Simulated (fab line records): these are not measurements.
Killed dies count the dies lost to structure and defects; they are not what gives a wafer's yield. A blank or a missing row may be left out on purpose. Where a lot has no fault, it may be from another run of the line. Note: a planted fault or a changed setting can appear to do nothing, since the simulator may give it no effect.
Chamber matching ; flow gf180mcu ; 3 sister chambers for GF_CONTACT_CVD_02 on pecvd-03
The step deposits SiO2 from TEOS, target thk 860 nm, time 95.992 s. 6 wafers are shown with their chamber, then 7 later ones without.

== EACH WAFER AND ITS CHAMBER ==
wafer;chamber;heaterPowerW (W)
L788.6;2;523
L789.4;1;587
L789.5;2;518
L789.6;0;454
L791.3;0;544
L791.4;1;480

== WAFERS MISSING THEIR CHAMBER ==
wafer;heaterPowerW (W)
L791.5;448
L792.1;553
L792.4;442
L792.5;592
L796.3;587
L796.4;529
L796.6;612

== CHAMBER TAKEN BY EACH ==
wafer;from the rows above;in truth
L791.5;can't be placed: 0 or 2 or 1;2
L792.1;can't be placed: 1 or 2 or 0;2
L792.4;can't be placed: 0 or 2 or 1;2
L792.5;can't be placed: 1 or 2 or 0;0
L796.3;can't be placed: 1 or 2 or 0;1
L796.4;can't be placed: 1 or 2 or 0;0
L796.6;can't be placed: 1 or 2 or 0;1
Correct placement for 0 of the 7. Cannot be placed on the basis of these rows: 7; the candidates contain the true chamber in 7. Number placed wrongly: 0.
How it was worked out, from the rows above alone: a wafer's distance from a chamber is the root of the sum, over the readings, of the square of ((its reading less the chamber's mean) divided by the reading's scatter). The wafer belongs to the nearest chamber; if the next one is less than 2 further off, it can't be placed. A chamber's mean is the mean of its shown wafers. How the scatter is found: for the shown wafers, subtract from each reading the mean of its chamber, square and add these, divide the total by (wafers less chambers), then take the root.
